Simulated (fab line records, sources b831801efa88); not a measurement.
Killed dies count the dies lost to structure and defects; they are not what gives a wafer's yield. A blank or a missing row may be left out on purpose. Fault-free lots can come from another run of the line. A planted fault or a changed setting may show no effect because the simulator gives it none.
The tool behind it: which one? | flow gf180mcu | 11 lots with 33 wafers sampled at 6 steps, on a route of 602 steps

WHAT THE GAUGES SHOWED, per wafer
GF_HV_LDD_THK_MEAS_55.
lot  | measured     | on            | HV_LDD_CVD_54_THK (nm)
L969 | day 12 09:31 | film-metro-03 | 10.00 10.10 10.09
L970 | day 12 16:49 | film-metro-01 | 9.98 10.00 9.92
L973 | day 13 19:22 | film-metro-01 | 10.04 9.96 10.03
L976 | day 14 17:56 | film-metro-03 | 9.87 9.82 9.88
L978 | day 15 11:52 | film-metro-01 | 9.89 9.91 10.04
L980 | day 16 03:19 | film-metro-01 | 10.02 10.07 9.97
L982 | day 16 19:14 | film-metro-03 | 9.89 9.72 9.77
L983 | day 17 11:17 | film-metro-01 | 9.80 9.78 9.75
L985 | day 17 17:58 | film-metro-03 | 9.96 9.99 10.00
L992 | day 20 00:22 | film-metro-02 | 10.00 10.00 9.94
L991 | day 20 05:43 | film-metro-03 | 10.10 10.00 10.04

GF_HV_LDD_THK_MEAS_57.
lot  | measured     | on            | HV_LDD_CVD_56_THK (nm)
L969 | day 12 11:00 | film-metro-02 | 90.0 90.8 89.9
L970 | day 12 19:01 | film-metro-01 | 89.5 89.2 89.3
L973 | day 13 20:51 | film-metro-01 | 90.4 89.7 90.9
L976 | day 14 19:26 | film-metro-03 | 90.1 91.0 90.9
L978 | day 15 13:22 | film-metro-02 | 88.7 89.0 88.6
L980 | day 16 04:48 | film-metro-01 | 88.5 87.8 88.4
L982 | day 16 20:44 | film-metro-01 | 91.5 90.9 90.7
L983 | day 17 12:47 | film-metro-03 | 88.6 89.1 89.4
L985 | day 17 19:27 | film-metro-01 | 88.2 88.9 89.5
L992 | day 20 01:51 | film-metro-03 | 71.2 71.9 71.9
L991 | day 20 07:12 | film-metro-02 | 72.2 72.5 72.7

GF_NSD_OVL_MEAS_08.
lot  | measured     | on         | NSD_OVL (nm)
L969 | day 13 07:31 | overlay-01 | 2.0 -0.7 0.4
L970 | day 13 15:15 | overlay-01 | 0.0 0.0 0.6
L973 | day 14 16:49 | overlay-01 | 1.4 1.1 3.4
L976 | day 15 16:42 | overlay-02 | 1.4 0.4 -1.6
L978 | day 16 11:50 | overlay-01 | 0.9 -1.4 -0.2
L980 | day 17 03:03 | overlay-01 | -0.4 1.3 0.1
L982 | day 17 20:05 | overlay-01 | -1.4 -0.7 -0.8
L983 | day 18 12:40 | overlay-02 | -1.2 0.0 0.1
L985 | day 18 18:56 | overlay-01 | -1.0 0.5 -0.9
L992 | day 21 01:53 | overlay-01 | -1.5 -0.9 -0.1
L991 | day 21 07:10 | overlay-01 | -1.0 -1.0 -0.6

EACH LOT AND THE TOOL THAT RAN IT (in order: tool; ch and the chambers of the sampled wafers; start)
lot  | GF_HV_LDD_RTA_52                 | GF_HV_LDD_CVD_56            | GF_HV_LDD_ETCHBACK_58
L969 | rtp-anneal-01 ch 0, day 12 08:19 | lpcvd-02 ch 0, day 12 09:34 | rie-diel-03 ch 0,2,3, day 12 11:02
L970 | rtp-anneal-01 ch 0, day 12 15:37 | lpcvd-01 ch 1, day 12 16:52 | rie-diel-04 ch 0,3, day 12 19:05
L973 | rtp-anneal-01 ch 0, day 13 18:10 | lpcvd-02 ch 1, day 13 19:25 | rie-diel-01 ch 2,3, day 13 20:53
L976 | rtp-anneal-01 ch 0, day 14 15:28 | lpcvd-02 ch 1, day 14 17:59 | rie-diel-03 ch 0,2,3, day 14 19:29
L978 | rtp-anneal-01 ch 0, day 15 10:10 | lpcvd-01 ch 1, day 15 11:56 | rie-diel-03 ch 1,2,3, day 15 13:25
L980 | rtp-anneal-01 ch 0, day 16 02:07 | lpcvd-01 ch 1, day 16 03:22 | rie-diel-03 ch 0,2, day 16 04:52
L982 | rtp-anneal-01 ch 0, day 16 18:02 | lpcvd-02 ch 1, day 16 19:18 | rie-diel-01 ch 1,2,3, day 16 20:47
L983 | rtp-anneal-01 ch 0, day 17 10:05 | lpcvd-02 ch 0, day 17 11:20 | rie-diel-03 ch 0,3, day 17 12:50
L985 | rtp-anneal-02 ch 0, day 17 16:45 | lpcvd-01 ch 1, day 17 18:01 | rie-diel-01 ch 1,2,3, day 17 19:31
L992 | rtp-anneal-02 ch 0, day 19 23:09 | lpcvd-02 ch 0, day 20 00:25 | rie-diel-04 ch 1,2, day 20 01:55
L991 | rtp-anneal-02 ch 0, day 20 04:30 | lpcvd-02 ch 1, day 20 05:46 | rie-diel-04 ch 2,3, day 20 07:16
- GF_HV_LDD_RTA_52: time 10 s.
- GF_HV_LDD_CVD_56: deposits Si3N4 from DCS/NH3, target thk 90 nm, time 1543 s.
- GF_HV_LDD_ETCHBACK_58: etches Si3N4 in CH3F/O2, stops on SiO2, time 100 s, target depth 90 nm.

AS READ BY THE TOOLS THEMSELVES (means over the sampled wafers that have a number; for cases with no such wafer, the mark the record gives instead)
GF_HV_LDD_RTA_52.
lot  | tool          | anneal-temp-c-max | lamp-power-pct (%) | wafer_temp_C_max
L969 | rtp-anneal-01 | 1006.8            | 30                 | 1005.7
L970 | rtp-anneal-01 | 1006.4            | 30                 | 1005.7
L973 | rtp-anneal-01 | 1007.4            | 30                 | 1005.2
L976 | rtp-anneal-01 | 1006.9            | 30                 | 1006.1
L978 | rtp-anneal-01 | 1006.8            | 30                 | 1005.6
L980 | rtp-anneal-01 | 1007.5            | 30                 | 1005.9
L982 | rtp-anneal-01 | 1007.3            | 30                 | 1004.6
L983 | rtp-anneal-01 | 1006.4            | 30                 | 1004.7
L985 | rtp-anneal-02 | 1005.0            | 38                 | 1005.4
L992 | rtp-anneal-02 | 1005.1            | 38                 | 1004.6
L991 | rtp-anneal-02 | 1005.4            | 38                 | 1003.7

GF_HV_LDD_CVD_56.
lot  | tool     | pressure-mtorr (mTorr) | spike-tc-bottom-C (C) | spike-tc-centre-C (C) | spike-tc-lower-C (C) | spike-tc-top-C (C) | spike-tc-upper-C (C) | susceptor-temp-C (C)
L969 | lpcvd-02 | 250.5                  | 788.5                 | 769.8                 | 770.6                | 785                | 771.7                | 769.9
L970 | lpcvd-01 | 250.2                  | 786.4                 | 771.6                 | 770.9                | 783                | 769.8                | 769.6
L973 | lpcvd-02 | 249.9                  | 784.7                 | 769.5                 | 769.2                | 791                | 770.6                | 770.1
L976 | lpcvd-02 | 249.8                  | 784.7                 | 769.2                 | 768.4                | 790                | 770.3                | 770.0
L978 | lpcvd-01 | 249.3                  | 785.1                 | 771.2                 | 769.4                | 784                | 771.4                | 770.0
L980 | lpcvd-01 | 249.9                  | 786.0                 | 771.2                 | 770.7                | 783                | 771.2                | 769.6
L982 | lpcvd-02 | 249.4                  | 783.5                 | 769.0                 | 768.8                | 790                | 770.9                | 770.5
L983 | lpcvd-02 | 249.6                  | 788.6                 | 769.8                 | 771.3                | 785                | 772.0                | 770.2
L985 | lpcvd-01 | 249.7                  | 786.1                 | 772.0                 | 770.3                | 783                | 771.1                | 770.2
L992 | lpcvd-02 | 249.2                  | 777.9                 | 758.2                 | 758.2                | 773                | 760.5                | 758.9
L991 | lpcvd-02 | 250.0                  | 773.4                 | 758.4                 | 758.0                | 779                | 759.6                | 758.4

GF_HV_LDD_ETCHBACK_58.
lot  | tool        | drypump-motor-current-A (A) | oes-product-au (a.u.) | throttle-valve-pct (%)
L969 | rie-diel-03 | 5.7                         | 0.849                 | 10.567
L970 | rie-diel-04 | 5.9                         | 0.844                 | 10.559
L973 | rie-diel-01 | 5.6                         | 0.848                 | 10.555
L976 | rie-diel-03 | 5.7                         | 0.852                 | 10.562
L978 | rie-diel-03 | 5.6                         | 0.837                 | 10.571
L980 | rie-diel-03 | 5.9                         | 0.838                 | 10.556
L982 | rie-diel-01 | 5.6                         | 0.845                 | 10.566
L983 | rie-diel-03 | 5.6                         | 0.835                 | 10.566
L985 | rie-diel-01 | 5.6                         | 0.834                 | 10.559
L992 | rie-diel-04 | 5.9                         | 0.746                 | 10.546
L991 | rie-diel-04 | 5.6                         | 0.749                 | 10.550

THE ANSWER, worked out from the rows above alone
Rule: usual is defined by the lots themselves. The widest of any qualifying gaps counts: lots, ordered by their means at a reading, are off when they make up no more than a third of the lots, leave a main group of 4 or more, and stand apart from it by 3 or more times the standard deviation of that group's means. A main group whose means are all the same, to the digits that the tables above print for the reading, isn't used. A lot without any number at a reading at which 4 lots or more have one is off too. Any other lot the step has rows for is counted as sound. Order of review: gauges by route order, followed by the tools' own readings, for which a lot's mean as printed above is used. The first step at which some lot is off is used, and at that step the reading that is off furthest; a lot without a number counts as furthest.
Off: at GF_HV_LDD_THK_MEAS_57 (HV_LDD_CVD_56_THK), L992, L991. Main group: mean 89.6 nm, sd 0.92.
A tool fits if, at a process step before that reading, it ran every lot that is off, and no sound lot after the first of them. The gauges at GF_HV_LDD_THK_MEAS_57 aren't tried: what is off there is off at GF_HV_LDD_CVD_56 too, on other tools, and a gauge's error can't cause that. 2 tools fit, rtp-anneal-02 at GF_HV_LDD_RTA_52 and lpcvd-02 at GF_HV_LDD_CVD_56, so this cannot tell which one it is.

WHAT HAD BEEN PUT IN BY THE SIMULATOR
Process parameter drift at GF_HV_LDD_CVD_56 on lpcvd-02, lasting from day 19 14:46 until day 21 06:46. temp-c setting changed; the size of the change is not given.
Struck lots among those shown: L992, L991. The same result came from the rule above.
